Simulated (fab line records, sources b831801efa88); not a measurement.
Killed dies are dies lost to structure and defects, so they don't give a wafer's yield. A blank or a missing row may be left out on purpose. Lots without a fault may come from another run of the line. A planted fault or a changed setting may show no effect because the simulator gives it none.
A struck lot beside a sound one | flow sky130 | 17 steps out of a route of 708
Sound: wafers L410.1, L410.2, L410.5. Struck: wafers L414.2, L414.4, L414.6. The cause comes at the end.
At each step with rows: each side's tool, then ch and its chambers, then its first start. Under that, the readings that differ: sound wafers | struck wafers | difference of the means | sigmas: that difference in standard deviations of wafers without a fault.
alike: readings whose means differ by less than 2 such deviations, and words and numbers that are the same on both sides. not compared: withheld readings, readings that some wafer has no value for, bounds like >300 that may hide the same value, and numbers for which the record gives no deviation and whose values overlap.
The two part at a step that has a row with sigmas, a row that says differs or no value, or rows on one side only. Numbers that don't overlap but have no deviation are shown without sigmas and don't part them. A reading that every wafer of one side lacks parts them only if that side has two wafers or more.

SKY_LDD_HVN_OVL_MEAS_07:
  sound on overlay-01, day 22 12:59; struck on overlay-01, day 23 08:32
  reading          | sound       | struck         | difference | sigmas
  LDD_HVN_OVL (nm) | 2.6 1.6 2.8 | -1.8 -1.9 -1.2 | -4.0       | -3
then, 1 step without rows for these wafers: SKY_LDD_HVN_IMPLANT_08.
SKY_LDD_HVN_STRIP_09: strips in O2/N2.
  sound on plasma_asher-01 ch 0,1, day 22 13:10; struck on plasma_asher-02 ch 0,1, day 23 08:43
  alike: chamber_pressure_mTorr, drypump_motor_current_A, oes_product_au, strip_time_to_endpoint_s
  not compared: rf_hours_counter_h
SKY_LDD_HVN_TW_MEAS_10:
  sound on film_metro-02, day 22 13:16; struck on film_metro-02, day 23 08:50
  alike: LDD_HVN_TW
then, 7 steps without rows for these wafers: SKY_LDD_HVP_DEHYDRATE_00 (time 60 s); SKY_LDD_HVP_HMDS_01 (prime time 60 s); SKY_LDD_HVP_COAT_02 (resist thk 300 nm); SKY_LDD_HVP_SOFTBAKE_03 (time 60 s); SKY_LDD_HVP_EXPOSE_04 (exposes mask HVPTM, target cd 700 nm); SKY_LDD_HVP_PEB_05; SKY_LDD_HVP_DEVELOP_06 (develop time 60 s).
SKY_LDD_HVP_OVL_MEAS_07:
  sound on overlay-02, day 23 19:34; struck on overlay-01, day 24 14:58
  alike: LDD_HVP_OVL
SKY_LDD_HVP_IMPLANT_08:
  sound on implanter-01 ch 0, day 23 19:36; struck on implanter-01 ch 0, day 24 15:01
  reading            | sound                            | struck                        | difference | sigmas
  dose_ions_cm2      | 1.6982e+13 1.6989e+13 1.6994e+13 | 8.624e+12 8.608e+12 8.651e+12 | -8.361e+12 | -99 or more
  faraday_current_uA | 96.5 96.4 95.7                   | 47.7 49.9 48.3                | -47.6      | -28
SKY_LDD_HVP_STRIP_09: strips in O2/N2.
  sound on plasma_asher-02 ch 0,1, day 23 19:45; struck on plasma_asher-03 ch 0,1, day 24 15:09
  reading               | sound             | struck            | difference | sigmas
  oes_product_au (a.u.) | 0.406 0.403 0.405 | 0.411 0.413 0.418 | +0.009     | +2
  alike: chamber_pressure_mTorr, drypump_motor_current_A, strip_time_to_endpoint_s
  not compared: rf_hours_counter_h
SKY_LDD_HVP_TW_MEAS_10:
  sound on film_metro-04, day 23 19:51; struck on film_metro-04, day 24 15:16
  reading    | sound       | struck      | difference | sigmas
  LDD_HVP_TW | 451 450 451 | 361 364 363 | -88        | -10
then, 1 step without rows for these wafers: SKY_LDD_LDN_DEHYDRATE_00 (time 60 s).
-- the record jumps here: 23 days lie between the struck wafers' starts before and after (it left off in module LDD_LDN and takes up again in module PAD_OPEN, whose first step shown is number 708 of the route) --
SKY_PAD_OPEN_PROBE_99:
  sound on prober-02, day 47 08:11; struck on prober-01, day 48 00:46
  reading                                   | sound                  | struck                | difference | sigmas
  model.etest.tip_p_5v.rs_ohm_sq            | 2899 2851 2882         | 4709 4726 4725        | +1843      |
  model.etest.pfet_g5v0d10v5.r_on_ohm_um    | 4918 4903 4790         | 5067 5031 5032        | +173       |
  model.etest.tip_p_5v.rs_ohm_sq_range      | 65.81 46.36 63.28      | 145.3 216 313         | +166.3     |
  model.etest.pfet_g5v0d10v5.drive_ua_um    | 332.8 331.7 338.3      | 320.9 323.1 320.9     | -12.6      |
  model.etest.ring_5v.delay_ps              | 45.57 45.17 45.18      | 45.78 45.58 45.76     | +0.40      |
  model.etest.pfet_g5v0d10v5.off_log10_a_um | -12.97 -12.93 -12.65   | -13.26 -13.32 -13.43  | -0.49      |
  model.etest.pfet_g5v0d10v5.vt_sat_v (V)   | -0.6883 -0.667 -0.6486 | -0.7156 -0.729 -0.732 | -0.0576    |
  alike: killed_at_M0_to_M3, killed_at_M4_up, killed_at_contacts, killed_at_front_end, killed_at_other, killed_dies, killed_open, killed_short

WHERE THEY PART
First at SKY_LDD_HVN_OVL_MEAS_07; last, within this record, at SKY_LDD_HVP_TW_MEAS_10. Later steps at which nothing parts them and some readings are alike: SKY_PAD_OPEN_PROBE_99.

WHY: what the simulator had put in
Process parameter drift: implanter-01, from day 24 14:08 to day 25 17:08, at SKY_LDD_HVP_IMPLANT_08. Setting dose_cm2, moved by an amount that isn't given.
